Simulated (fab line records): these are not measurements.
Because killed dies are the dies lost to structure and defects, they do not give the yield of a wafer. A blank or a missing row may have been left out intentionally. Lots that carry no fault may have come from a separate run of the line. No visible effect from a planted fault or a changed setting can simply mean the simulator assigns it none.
fab line records	flow gf180mcu
[record] lots = 24	wafers = 72	lastDay = 34
route steps=602 shown DNWELL@41 NSD@262 V2@408 M3@415 V3@445 V4@494
lots that met no fault: taken from a fault-free run of the same line
startH: the number of hours between the record's first day and the start of the first shown wafer of the lot	waitH: time in hours since the lot's previous step	" as in the row above	L1.1+2: one row covering several wafers at once	- no value, or no start given	* or withheld: withheld	< > ~ a bound
route shown NAME@n: a module of which the file shows steps, and the number in the route of the first	usual: mean and standard deviation over wafers with no fault	same: alike in all rows	chamber/n: place in a boat	sites: per-site readings	_std_site: the standard deviation of these	_edge_site: mean of outer sites minus mean of inner sites	radiusMm: for every site, how far away it sits from the centre of the wafer	mask NAME#n: copy n	behind: the tool/chamber that last shaped the wafer	hold: the reason the lot was held/the length of the hold in hours/how it ended	device: the transistor (n, p or np) that didn't switch	end of line: the tests these same wafers got at the end of their route	where a step has no rows: the recipe by itself	killed: dies that structure and defects cost at the first sort, which is not the same as the wafer's yield	map: a wafer's dies, marking killed ones x, the rest . and places with no die _
set.NAME: the setting that was run; set.NAME@STEP: the one run at that earlier step	model.NAME: the simulator's own value behind a step, which no gauge read
a sample of lots followed through the steps of the route, with each step as a table and each wafer as a row
services: the hour from which a tool's chamber was out of use, counted from the record's first day as startH (under 0 if before that day), plus the number of hours and why
[[steps]]
[step GF_DNWELL_TW_MEAS_09]
[usual] DNWELL_TW = 1341/10
lot.wafer	tool	chamber	startH	waitH	DNWELL_TW
L074.1	filmMetro-01	-	45.92	0.1	1342
L074.2	"	-	"	"	1336
L074.6	"	-	"	"	1343
L075.2	filmMetro-04	-	49.48	0.1	1381
L075.5	"	-	"	"	1368
L075.6	"	-	"	"	1365
L076.3	filmMetro-03	-	53.09	0.1	1343
L076.4	"	-	"	"	1345
L076.6	"	-	"	"	1343
L077.2	filmMetro-01	-	58.43	0.1	1331
L077.5	"	-	"	"	1332
L077.6	"	-	"	"	1333
L078.1	filmMetro-03	-	64.80	0.1	1327
L078.2	"	-	"	"	1329
L078.5	"	-	"	"	1329
L079.1	filmMetro-01	-	69.75	0.1	1345
L079.2	"	-	"	"	1348
L079.5	"	-	"	"	1348
L080.3	filmMetro-01	-	74.79	0.1	1340
L080.4	"	-	"	"	1343
L080.5	"	-	"	"	1346
L081.1	filmMetro-01	-	81.42	0.1	1329
L081.4	"	-	"	"	1341
L081.6	"	-	"	"	1341
L082.1	filmMetro-04	-	85.87	0.1	1347
L082.4	"	-	"	"	1351
L082.6	"	-	"	"	1353
L083.3	filmMetro-01	-	92.07	0.1	1339
L083.4	"	-	"	"	1330
L083.6	"	-	"	"	1335
L084.2	filmMetro-03	-	95.66	0.1	1332
L084.4	"	-	"	"	1330
L084.5	"	-	"	"	1341
L085.2	filmMetro-04	-	101.58	0.1	1345
L085.3	"	-	"	"	1345
L085.6	"	-	"	"	1337
L086.2	filmMetro-03	-	107.13	0.1	1334
L086.4	"	-	"	"	1327
L086.5	"	-	"	"	1333
L087.1	filmMetro-04	-	111.97	0.1	1343
L087.3	"	-	"	"	1350
L087.4	"	-	"	"	1350
L088.2	filmMetro-04	-	117.53	0.1	1348
L088.3	"	-	"	"	1350
L088.6	"	-	"	"	1352
L089.2	filmMetro-03	-	122.73	0.1	1345
L089.4	"	-	"	"	1334
L089.5	"	-	"	"	1337
L090.2	filmMetro-03	-	128.26	0.1	1344
L090.5	"	-	"	"	1336
L090.6	"	-	"	"	1347
L091.1	filmMetro-01	-	133.57	0.1	1362
L091.2	"	-	"	"	1354
L091.3	"	-	"	"	1361
L092.2	filmMetro-01	-	138.06	0.1	1345
L092.5	"	-	"	"	1344
L092.6	"	-	"	"	1353
L093.1	filmMetro-03	-	143.42	0.1	1344
L093.2	"	-	"	"	1330
L093.5	"	-	"	"	1337
L094.1	filmMetro-01	-	149.32	0.1	1329
L094.4	"	-	"	"	1328
L094.6	"	-	"	"	1328
L095.1	filmMetro-03	-	155.40	0.1	1335
L095.5	"	-	"	"	1332
L095.6	"	-	"	"	1330
L096.2	filmMetro-01	-	160.21	0.1	1336
L096.3	"	-	"	"	1333
L096.5	"	-	"	"	1331
L097.2	filmMetro-01	-	164.43	0.1	1345
L097.3	"	-	"	"	1342
L097.6	"	-	"	"	1343
[step GF_PSD_RS_MEAS_14]
[recipe] thkMeasGauge = four-point-probe
[usual] NSD_RS = 46.10/0.07
lot.wafer	tool	chamber	startH	waitH	NSD_RS[ohm/sq]
L074.1	filmMetro-03	-	320.96	0.1	46.07
L074.2	"	-	"	"	46.15
L074.6	"	-	"	"	46.15
L075.2	filmMetro-03	-	325.34	0.1	46.10
L075.5	"	-	"	"	46.16
L075.6	"	-	"	"	46.11
L076.3	filmMetro-03	-	335.11	0.1	46.17
L076.4	"	-	"	"	46.16
L076.6	"	-	"	"	46.17
L077.2	filmMetro-03	-	344.23	0.1	46.08
L077.5	"	-	"	"	46.11
L077.6	"	-	"	"	46.17
L078.1	filmMetro-01	-	350.10	0.1	46.14
L078.2	"	-	"	"	46.07
L078.5	"	-	"	"	46.09
L079.1	filmMetro-01	-	360.71	0.1	46.12
L079.2	"	-	"	"	46.21
L079.5	"	-	"	"	46.25
L080.3	filmMetro-02	-	373.84	0.1	46.18
L080.4	"	-	"	"	46.16
L080.5	"	-	"	"	46.08
L081.1	filmMetro-02	-	384.30	0.1	46.18
L081.4	"	-	"	"	46.13
L081.6	"	-	"	"	46.17
L083.3	filmMetro-03	-	388.84	0.1	46.17
L083.4	"	-	"	"	46.15
L083.6	"	-	"	"	46.23
L082.1	filmMetro-01	-	392.16	0.1	45.97
L082.4	"	-	"	"	46.14
L082.6	"	-	"	"	46.00
L084.2	filmMetro-01	-	403.42	0.1	46.05
L084.4	"	-	"	"	46.08
L084.5	"	-	"	"	46.18
L085.2	filmMetro-03	-	418.33	0.1	46.05
L085.3	"	-	"	"	45.94
L085.6	"	-	"	"	46.12
L086.2	filmMetro-03	-	428.28	0.1	46.09
L086.4	"	-	"	"	46.08
L086.5	"	-	"	"	45.97
L088.2	filmMetro-03	-	434.63	0.1	45.94
L088.3	"	-	"	"	45.99
L088.6	"	-	"	"	46.20
L087.1	filmMetro-02	-	437.70	0.1	46.09
L087.3	"	-	"	"	46.10
L087.4	"	-	"	"	46.08
L089.2	filmMetro-03	-	450.87	0.1	46.15
L089.4	"	-	"	"	46.06
L089.5	"	-	"	"	45.91
L090.2	filmMetro-01	-	451.52	0.1	46.05
L090.5	"	-	"	"	46.18
L090.6	"	-	"	"	46.16
L091.1	filmMetro-02	-	462.75	0.1	46.10
L091.2	"	-	"	"	46.15
L091.3	"	-	"	"	46.03
L092.2	filmMetro-02	-	472.82	0.1	46.24
L092.5	"	-	"	"	46.17
L092.6	"	-	"	"	46.03
L093.1	filmMetro-01	-	480.96	0.1	46.04
L093.2	"	-	"	"	46.06
L093.5	"	-	"	"	46.03
L094.1	filmMetro-02	-	490.85	0.1	46.01
L094.4	"	-	"	"	46.10
L094.6	"	-	"	"	46.06
L095.1	filmMetro-01	-	495.96	0.1	46.05
L095.5	"	-	"	"	45.99
L095.6	"	-	"	"	46.15
L096.2	filmMetro-02	-	502.02	0.1	46.09
L096.3	"	-	"	"	46.11
L096.5	"	-	"	"	46.06
L097.2	filmMetro-02	-	509.07	0.1	46.13
L097.3	"	-	"	"	46.21
L097.6	"	-	"	"	46.15
[step GF_V2_CMP_26]
[recipe] stopOn = SiO2	downForcePsi = 3.5	platenRpm = 60	tOverpolishS = 15	targetThkNm = 0	padVelocityMS = 0.94248
[usual] motorCurrentA = 10.9/1.1	overpolishRunS = 14.999/0.0091	timeToEndpointS = 86/3.5
lot.wafer	tool	chamber	startH	waitH	motorCurrentA	overpolishRunS	timeToEndpointS
L074.1	cmp-01	0	467.17	0.1	9.5	15.005	81
L074.2	"	2	"	"	9.8	14.994	84
L074.6	"	1	"	"	12.1	14.999	81
L075.2	cmp-02	2	471.47	0.3	10.0	15.004	81
L075.6	"	1	"	"	12.0	14.998	82
L075.5	"	2	"	"	9.9	14.989	77
L076.3	cmp-01	0	481.72	0.1	9.2	14.989	87
L076.4	"	1	"	"	13.2	15.011	81
L076.6	"	3	"	"	11.7	14.993	82
L077.2	cmp-02	0	492.84	0.3	10.0	15.009	84
L077.6	"	1	"	"	11.4	15.018	87
L077.5	"	2	"	"	10.3	14.994	89
L078.2	cmp-02	0	501.23	0.1	10.6	14.995	84
L078.1	"	1	"	"	11.4	15.005	87
L078.5	"	0	"	"	10.2	14.997	87
L079.1	cmp-01	1	510.27	0.1	12.3	14.984	80
L079.2	"	2	"	"	9.9	14.992	85
L079.5	"	1	"	"	12.8	14.996	87
L080.4	cmp-02	3	531.49	5.9	11.5	14.991	81
L080.3	"	0	"	"	10.4	14.998	81
L080.5	"	2	"	"	10.6	14.991	80
L081.4	cmp-02	0	535.50	0.1	10.3	15.003	85
L081.1	"	1	"	"	11.5	14.979	84
L081.6	"	3	"	"	11.1	15.004	85
L083.4	cmp-01	1	537.87	0.1	12.4	15.010	90
L083.3	"	2	"	"	10.1	14.972	87
L083.6	"	0	"	"	9.8	15.012	85
L082.1	cmp-02	3	542.32	0.1	11.0	15.008	93
L082.4	"	0	"	"	11.3	15.006	86
L082.6	"	2	"	"	9.9	14.998	86
L084.4	cmp-01	3	556.55	0.0	12.2	15.007	87
L084.2	"	2	"	"	10.1	15.012	86
L084.5	"	3	"	"	12.3	14.997	86
L085.3	cmp-02	3	576.72	0.1	10.5	14.997	95
L085.2	"	0	"	"	10.6	14.999	92
L085.6	"	1	"	"	10.9	14.986	93
L086.2	cmp-01	2	579.85	0.0	9.8	14.991	87
L086.4	"	1	"	"	12.8	14.990	86
L086.5	"	2	"	"	10.0	15.002	90
L088.3	cmp-02	1	582.27	0.1	10.7	14.989	77
L088.2	"	2	"	"	9.8	14.992	82
L088.6	"	3	"	"	11.3	15.011	85
L087.4	cmp-01	0	584.75	0.0	9.2	14.997	85
L087.1	"	1	"	"	12.7	15.002	83
L087.3	"	3	"	"	11.5	14.994	84
L089.4	cmp-01	3	602.27	0.1	12.3	14.997	85
L089.2	"	1	"	"	12.8	15.000	82
L089.5	"	3	"	"	11.9	14.994	83
L090.2	cmp-02	0	602.34	0.1	10.5	14.994	84
L090.6	"	3	"	"	11.2	14.979	88
L090.5	"	0	"	"	10.7	15.012	86
L091.2	cmp-01	0	607.27	0.0	9.8	14.998	87
L091.3	"	1	"	"	12.6	14.995	87
L091.1	"	2	"	"	10.2	14.993	84
L092.2	cmp-01	1	623.77	0.1	12.7	14.995	89
L092.6	"	0	"	"	9.3	15.008	88
L092.5	"	1	"	"	12.6	15.001	94
L093.2	cmp-02	3	625.46	0.3	11.6	14.993	89
L093.1	"	0	"	"	10.4	14.999	84
L093.5	"	1	"	"	11.1	15.001	88
L094.1	cmp-02	0	630.07	0.1	10.4	14.995	84
L094.4	"	1	"	"	11.7	15.006	87
L094.6	"	2	"	"	10.3	15.002	87
L095.1	cmp-02	3	641.78	0.1	11.0	15.007	89
L095.6	"	1	"	"	11.2	15.017	89
L095.5	"	2	"	"	9.6	15.005	86
L096.2	cmp-01	1	645.37	0.1	12.6	14.998	86
L096.3	"	2	"	"	10.5	15.004	87
L096.5	"	0	"	"	9.7	14.999	86
L097.2	cmp-02	0	647.30	0.1	10.3	15.007	87
L097.3	"	3	"	"	11.3	14.996	88
L097.6	"	0	"	"	10.0	15.007	87
[step GF_M3_THK_MEAS_06]
[recipe] thkMeasGauge = xrf	reads = AlCu_of_M3_SPUTTER_02
[usual] M3_ALCU_THK = 449/4.7
lot.wafer	tool	chamber	startH	waitH	M3_ALCU_THK[nm]
L074.1	filmMetro-01	-	467.81	0.1	445
L074.2	"	-	"	"	453
L074.6	"	-	"	"	450
L075.2	filmMetro-02	-	472.07	0.1	445
L075.5	"	-	"	"	443
L075.6	"	-	"	"	444
L076.3	filmMetro-02	-	482.28	0.1	460
L076.4	"	-	"	"	453
L076.6	"	-	"	"	452
L077.2	filmMetro-03	-	493.34	0.1	442
L077.5	"	-	"	"	447
L077.6	"	-	"	"	448
L078.1	filmMetro-03	-	501.82	0.1	446
L078.2	"	-	"	"	449
L078.5	"	-	"	"	451
L079.1	filmMetro-01	-	510.86	0.1	448
L079.2	"	-	"	"	451
L079.5	"	-	"	"	450
L080.3	filmMetro-01	-	532.05	0.1	458
L080.4	"	-	"	"	460
L080.5	"	-	"	"	459
L081.1	filmMetro-01	-	536.09	0.1	449
L081.4	"	-	"	"	454
L081.6	"	-	"	"	455
L083.3	filmMetro-03	-	538.48	0.1	445
L083.4	"	-	"	"	437
L083.6	"	-	"	"	443
L082.1	filmMetro-01	-	542.86	0.1	449
L082.4	"	-	"	"	453
L082.6	"	-	"	"	447
L084.2	filmMetro-01	-	557.20	0.1	448
L084.4	"	-	"	"	451
L084.5	"	-	"	"	445
L085.2	filmMetro-01	-	577.27	0.1	454
L085.3	"	-	"	"	454
L085.6	"	-	"	"	453
L086.2	filmMetro-01	-	580.50	0.1	454
L086.4	"	-	"	"	451
L086.5	"	-	"	"	454
L088.2	filmMetro-02	-	582.82	0.1	453
L088.3	"	-	"	"	450
L088.6	"	-	"	"	452
L087.1	filmMetro-03	-	585.39	0.1	452
L087.3	"	-	"	"	453
L087.4	"	-	"	"	449
L089.2	filmMetro-02	-	602.87	0.1	447
L089.4	"	-	"	"	447
L089.5	"	-	"	"	447
L090.2	filmMetro-03	-	602.94	0.1	448
L090.5	"	-	"	"	445
L090.6	"	-	"	"	449
L091.1	filmMetro-01	-	607.91	0.1	453
L091.2	"	-	"	"	454
L091.3	"	-	"	"	451
L092.2	filmMetro-01	-	624.37	0.1	448
L092.5	"	-	"	"	449
L092.6	"	-	"	"	448
L093.1	filmMetro-03	-	626.00	0.1	440
L093.2	"	-	"	"	444
L093.5	"	-	"	"	438
L094.1	filmMetro-01	-	630.61	0.1	447
L094.4	"	-	"	"	448
L094.6	"	-	"	"	446
L095.1	filmMetro-01	-	642.32	0.1	449
L095.5	"	-	"	"	442
L095.6	"	-	"	"	448
L096.2	filmMetro-03	-	645.92	0.1	450
L096.3	"	-	"	"	447
L096.5	"	-	"	"	451
L097.2	filmMetro-03	-	647.99	0.1	442
L097.3	"	-	"	"	448
L097.6	"	-	"	"	449
[step GF_V3_ETCH_16]
[recipe] chemistry = N2/H2	targetDepthA = withheld	overetchA = withheld	timeS = withheld	target = BARC	ionEnergyEv = 200	sourceW = 500	biasW = 100	pressureMtorr = 30	n2FlowSccm = 100	h2FlowSccm = 200
[usual] drypumpMotorCurrentA = 5.8/0.41	oesProductAu = 0.854/0.005	throttleValvePct = 13.224/0.0091
lot.wafer	tool	chamber	startH	waitH	drypumpMotorCurrentA	oesProductAu	throttleValvePct
L074.1	rieDiel-01	2	516.01	0.0	5.5	0.859	13.204
L074.2	"	0	"	"	5.5	0.861	13.231
L074.6	"	2	"	"	5.5	0.850	13.210
L075.2	rieDiel-01	0	520.91	0.0	5.5	0.857	13.224
L075.5	"	0	"	"	5.5	0.861	13.237
L075.6	"	1	"	"	5.9	0.859	13.216
L076.3	rieDiel-01	3	530.75	0.0	6.0	0.850	13.212
L076.4	"	1	"	"	5.9	0.865	13.227
L076.6	"	3	"	"	6.0	0.853	13.227
L077.2	rieDiel-02	1	538.95	0.0	6.2	0.854	13.212
L077.5	"	1	"	"	6.2	0.854	13.220
L077.6	"	2	"	"	5.3	0.847	13.214
L078.1	rieDiel-01	0	553.52	0.0	5.5	0.857	13.239
L078.2	"	3	"	"	6.0	0.845	13.229
L078.5	"	3	"	"	6.0	0.849	13.213
L079.1	rieDiel-02	0	557.61	0.0	6.0	0.858	13.217
L079.2	"	1	"	"	6.2	0.856	13.241
L079.5	"	0	"	"	6.0	0.855	13.221
L080.3	rieDiel-03	2	577.25	0.0	5.7	0.862	13.241
L080.4	"	2	"	"	5.7	0.847	13.240
L080.5	"	3	"	"	6.6	0.844	13.212
L081.1	rieDiel-03	3	581.47	0.0	6.6	0.861	13.229
L081.4	"	3	"	"	6.6	0.847	13.219
L081.6	"	0	"	"	5.7	0.857	13.237
L083.3	rieDiel-01	1	584.60	0.0	5.9	0.854	13.219
L083.4	"	3	"	"	6.0	0.867	13.224
L083.6	"	2	"	"	5.5	0.855	13.220
L082.1	rieDiel-03	3	586.92	0.0	6.6	0.861	13.242
L082.4	"	3	"	"	6.6	0.854	13.234
L082.6	"	0	"	"	5.7	0.858	13.221
L084.2	rieDiel-01	1	601.96	0.0	5.9	0.847	13.224
L084.4	"	2	"	"	5.5	0.852	13.220
L084.5	"	0	"	"	5.5	0.857	13.220
L085.2	rieDiel-03	1	620.41	0.0	5.9	0.854	13.227
L085.3	"	2	"	"	5.7	0.854	13.227
L085.6	"	1	"	"	5.9	0.855	13.214
L086.2	rieDiel-03	0	623.83	0.0	5.7	0.858	13.215
L086.4	"	2	"	"	5.7	0.853	13.217
L086.5	"	0	"	"	5.7	0.853	13.229
L088.2	rieDiel-02	2	625.66	0.0	5.3	0.861	13.228
L088.3	"	3	"	"	4.8	0.856	13.222
L088.6	"	1	"	"	6.2	0.849	13.234
L087.1	rieDiel-03	1	629.60	0.0	5.9	0.854	13.231
L087.3	"	0	"	"	5.7	0.857	13.226
L087.4	"	2	"	"	5.7	0.853	13.220
L089.2	rieDiel-03	2	644.12	0.0	5.7	0.856	13.211
L089.4	"	1	"	"	5.9	0.853	13.244
L089.5	"	1	"	"	5.9	0.853	13.229
L090.2	rieDiel-02	1	645.90	0.0	6.2	0.853	13.201
L090.5	"	2	"	"	5.3	0.855	13.219
L090.6	"	3	"	"	4.8	0.857	13.235
L091.1	rieDiel-03	0	649.95	0.0	5.7	0.862	13.228
L091.2	"	1	"	"	5.9	0.853	13.228
L091.3	"	2	"	"	5.7	0.855	13.239
L092.2	rieDiel-03	3	664.87	0.0	6.5	0.860	13.244
L092.5	"	1	"	"	5.9	0.851	13.239
L092.6	"	2	"	"	5.8	0.855	13.214
L093.1	rieDiel-03	2	666.90	0.0	5.7	0.851	13.227
L093.2	"	3	"	"	6.6	0.848	13.229
L093.5	"	3	"	"	6.6	0.852	13.236
L094.1	rieDiel-01	1	671.32	0.0	5.9	0.851	13.224
L094.4	"	0	"	"	5.5	0.857	13.214
L094.6	"	0	"	"	5.5	0.853	13.222
L095.1	rieDiel-03	3	683.01	0.0	6.6	0.857	13.221
L095.5	"	2	"	"	5.7	0.849	13.232
L095.6	"	3	"	"	6.6	0.854	13.228
L096.2	rieDiel-02	2	685.71	0.0	5.3	0.846	13.227
L096.3	"	1	"	"	6.1	0.851	13.228
L096.5	"	2	"	"	5.3	0.850	13.221
L097.2	rieDiel-01	3	688.02	0.0	6.0	0.847	13.237
L097.3	"	2	"	"	5.5	0.855	13.219
L097.6	"	3	"	"	6.0	0.853	13.213
[step GF_V4_STRIP_18]
[recipe] chemistry = O2/N2	powerW = 1400	pressureMtorr = 1500	platenTempC = 250	o2FlowSccm = 3000	n2FlowSccm = 300	overashFraction = 0.5
[usual] drypumpMotorCurrentA = 5.5/0.45	heaterPowerW = 319/31	oesProductAu = 0.591/0.0052	platenTempC = 250.03/0.15
lot.wafer	tool	chamber	startH	waitH	drypumpMotorCurrentA	heaterPowerW	oesProductAu	platenTempC	rfHoursCounterH
L074.1	plasmaAsher-04	0	562.50	-	5.2	372	0.596	250.01	79
L074.2	"	1	"	"	5.8	295	0.596	250.15	79
L074.6	"	0	"	"	5.2	374	0.581	249.71	-
L075.2	plasmaAsher-03	1	576.85	-	5.4	324	0.592	250.05	92
L075.5	"	0	"	"	4.9	339	0.596	250.03	-
L075.6	"	1	"	"	5.4	325	0.590	249.78	-
L076.3	plasmaAsher-01	1	579.88	-	6.2	284	0.593	250.00	-
L076.4	"	0	"	"	6.0	289	0.594	250.05	-
L076.6	"	1	"	"	6.2	283	0.592	250.18	-
L077.2	plasmaAsher-04	0	586.25	-	5.2	373	0.591	249.81	82
L077.5	"	1	"	"	5.8	299	0.594	250.22	-
L077.6	"	0	"	"	5.2	371	0.595	250.19	-
L078.1	plasmaAsher-01	0	599.75	-	6.0	288	0.596	250.39	17
L078.2	"	1	"	"	6.2	289	0.587	250.10	17
L078.5	"	1	"	"	6.2	289	0.590	250.14	-
L079.1	plasmaAsher-03	1	603.85	-	5.4	327	0.587	250.32	95
L079.2	"	0	"	"	4.9	343	0.592	250.06	95
L079.5	"	1	"	"	5.4	321	0.585	250.02	-
L080.3	plasmaAsher-03	1	622.88	-	5.4	325	0.587	250.20	-
L080.4	"	0	"	"	4.9	346	0.590	250.09	-
L080.5	"	0	"	"	4.9	338	0.598	250.13	-
L081.1	plasmaAsher-04	0	626.54	-	5.2	373	0.595	250.14	86
L081.4	"	1	"	"	5.8	289	0.583	250.01	-
L081.6	"	0	"	"	5.2	380	0.586	250.23	-
L083.3	plasmaAsher-03	0	630.71	-	4.9	345	0.581	250.00	-
L083.4	"	1	"	"	5.4	327	0.584	250.05	-
L083.6	"	1	"	"	5.4	327	0.579	250.04	-
L082.1	plasmaAsher-01	1	632.03	-	6.2	280	0.588	250.18	21
L082.4	"	1	"	"	6.1	279	0.597	250.04	-
L082.6	"	0	"	"	6.0	306	0.600	250.40	-
L084.2	plasmaAsher-03	0	645.79	-	4.9	350	0.579	250.11	99
L084.4	"	1	"	"	5.4	317	0.591	250.00	-
L084.5	"	1	"	"	5.4	321	0.591	249.96	-
L085.2	plasmaAsher-03	0	663.44	-	4.9	345	0.594	249.78	101
L085.3	"	0	"	"	4.9	343	0.584	250.04	-
L085.6	"	1	"	"	5.4	321	0.581	249.74	-
L086.2	plasmaAsher-03	1	666.64	-	5.4	323	0.591	249.88	102
L086.4	"	0	"	"	4.9	335	0.593	250.25	-
L086.5	"	0	"	"	4.9	336	0.591	249.87	-
L088.2	plasmaAsher-03	1	669.24	-	5.4	326	0.601	250.07	102
L088.3	"	0	"	"	4.9	340	0.589	249.78	-
L088.6	"	1	"	"	5.4	326	0.594	250.12	-
L087.1	plasmaAsher-01	0	671.64	-	6.1	298	0.585	249.90	25
L087.3	"	0	"	"	6.0	296	0.591	249.93	-
L087.4	"	1	"	"	6.2	287	0.587	249.67	-
L089.2	plasmaAsher-01	0	685.54	-	6.1	301	0.597	250.14	26
L089.4	"	1	"	"	6.2	285	0.595	250.14	-
L089.5	"	0	"	"	6.1	289	0.589	250.03	-
L090.2	plasmaAsher-04	1	687.63	-	5.8	292	0.593	249.81	92
L090.5	"	0	"	"	5.2	381	0.594	250.06	-
L090.6	"	1	"	"	5.8	296	0.590	249.81	-
L091.1	plasmaAsher-04	0	691.69	-	5.2	377	0.583	250.19	93
L091.2	"	1	"	"	5.8	294	0.593	250.03	93
L091.3	"	0	"	"	5.2	375	0.594	250.04	-
L092.2	plasmaAsher-03	0	705.94	-	4.9	338	0.592	250.07	106
L092.5	"	1	"	"	5.4	329	0.587	250.03	-
L092.6	"	0	"	"	4.9	333	0.588	250.17	-
L093.1	plasmaAsher-01	1	707.59	-	6.2	287	0.590	249.60	29
L093.2	"	0	"	"	6.0	294	0.594	250.18	29
L093.5	"	0	"	"	6.0	300	0.594	250.16	-
L094.1	plasmaAsher-01	0	712.43	-	6.0	294	0.591	250.01	30
L094.4	"	0	"	"	6.0	291	0.591	250.01	-
L094.6	"	0	"	"	6.1	293	0.589	249.93	-
L095.1	plasmaAsher-04	0	723.29	-	5.2	369	0.593	249.86	95
L095.5	"	0	"	"	5.2	379	0.584	250.01	-
L095.6	"	1	"	"	5.8	292	0.593	249.80	-
L096.2	plasmaAsher-04	0	725.74	-	5.2	369	0.592	249.86	95
L096.3	"	0	"	"	5.2	371	0.585	249.94	-
L096.5	"	1	"	"	5.8	290	0.587	250.25	-
L097.2	plasmaAsher-03	1	727.19	-	5.4	324	0.595	250.15	109
L097.3	"	0	"	"	4.9	336	0.600	249.82	-
L097.6	"	0	"	"	4.9	340	0.586	250.15	-
[[services]]
tool	chamber	startH	hours	kind
cmp-01	-	455.56	2.2	repair
rieDiel-03	1	458.92	17.4	repair
rieDiel-02	0	484.58	6.1	repair
rieDiel-03	2	487.37	10.9	repair
cmp-01	-	491.86	1.1	repair
plasmaAsher-03	-	501.69	7.6	repair
plasmaAsher-04	-	506.53	8.5	repair
rieDiel-03	0	506.57	23.4	repair
rieDiel-01	0	544.24	3.6	repair
rieDiel-03	3	553.95	14.6	repair
rieDiel-01	1	556.93	16.6	repair
cmp-02	-	559.48	0.5	repair
plasmaAsher-03	-	560.84	9.5	repair
rieDiel-01	2	562.02	10.9	repair
cmp-02	-	572.05	4.0	pm
rieDiel-03	2	587.30	3.3	repair
rieDiel-03	3	602.73	18.2	repair
rieDiel-03	2	607.73	2.4	repair
rieDiel-03	1	616.00	3.3	repair
cmp-02	-	691.50	1.0	repair
cmp-01	-	692.70	4.6	pm
plasmaAsher-04	-	697.88	14.6	pm
cmp-01	-	710.75	2.5	repair
cmp-02	-	715.96	6.3	pm
[[key]]
fault none
